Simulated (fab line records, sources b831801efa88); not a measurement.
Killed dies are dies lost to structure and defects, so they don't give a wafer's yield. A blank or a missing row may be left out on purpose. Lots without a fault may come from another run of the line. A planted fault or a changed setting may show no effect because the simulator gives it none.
Which tool did it? | flow gf180mcu | 7 lots, 20 wafers sampled, at 2 steps of a route of 602

WHAT THE GAUGES READ, wafer by wafer
GF_M5_CD_MEAS_07: target cd 280 nm.
lot  | measured     | on        | cd_nm (nm)
L876 | day 26 12:15 | cd_sem-02 | 279.7 280.1 280.8
L878 | day 27 09:08 | cd_sem-01 | 281.2 279.9 279.9
L880 | day 28 00:08 | cd_sem-01 | 280.6 280.8 281.4
L882 | day 28 18:51 | cd_sem-02 | 282.8 281.5 281.6
L886 | day 29 16:59 | cd_sem-02 | 279.2 278.8 278.8
L895 | day 32 04:41 | cd_sem-01 | 278.6 278.1
L897 | day 32 13:43 | cd_sem-01 | 281.3 281.2 280.8

WHICH TOOL RAN EACH LOT (tool, then ch and the chambers of the sampled wafers, then the start)
lot  | GF_HV_LDD_ETCHBACK_58
L876 | rie_diel-01 ch 0,2,3, day 12 17:35
L878 | rie_diel-02 ch 0,1,3, day 13 12:20
L880 | rie_diel-01 ch 1,2,3, day 14 06:30
L882 | rie_diel-01 ch 1,2, day 15 00:08
L886 | rie_diel-04 ch 0,1,3, day 16 03:49
L895 | rie_diel-01 ch 3, day 19 07:53
L897 | rie_diel-04 ch 0,3, day 19 21:23
- GF_HV_LDD_ETCHBACK_58: etches Si3N4 in CH3F/O2, stops on SiO2, time 100 s, target depth 90 nm.

THE ANSWER, worked out from the rows above alone
Rule: what is usual is taken from the lots themselves. Put in order of their means at a reading, lots are off if they are a third of the lots or fewer, leave a main group of 4 or more, and stand apart from it by a gap of 3 or more times the standard deviation of the main group's means; of several such gaps the widest counts. A main group whose means are all the same, to the digits that the tables above print for the reading, isn't used. A lot without any number at a reading at which 4 lots or more have one is off too. The other lots that the step has rows for count as sound.
No lot is off at any reading shown: from this, nothing can be told.

WHAT THE SIMULATOR HAD PUT IN
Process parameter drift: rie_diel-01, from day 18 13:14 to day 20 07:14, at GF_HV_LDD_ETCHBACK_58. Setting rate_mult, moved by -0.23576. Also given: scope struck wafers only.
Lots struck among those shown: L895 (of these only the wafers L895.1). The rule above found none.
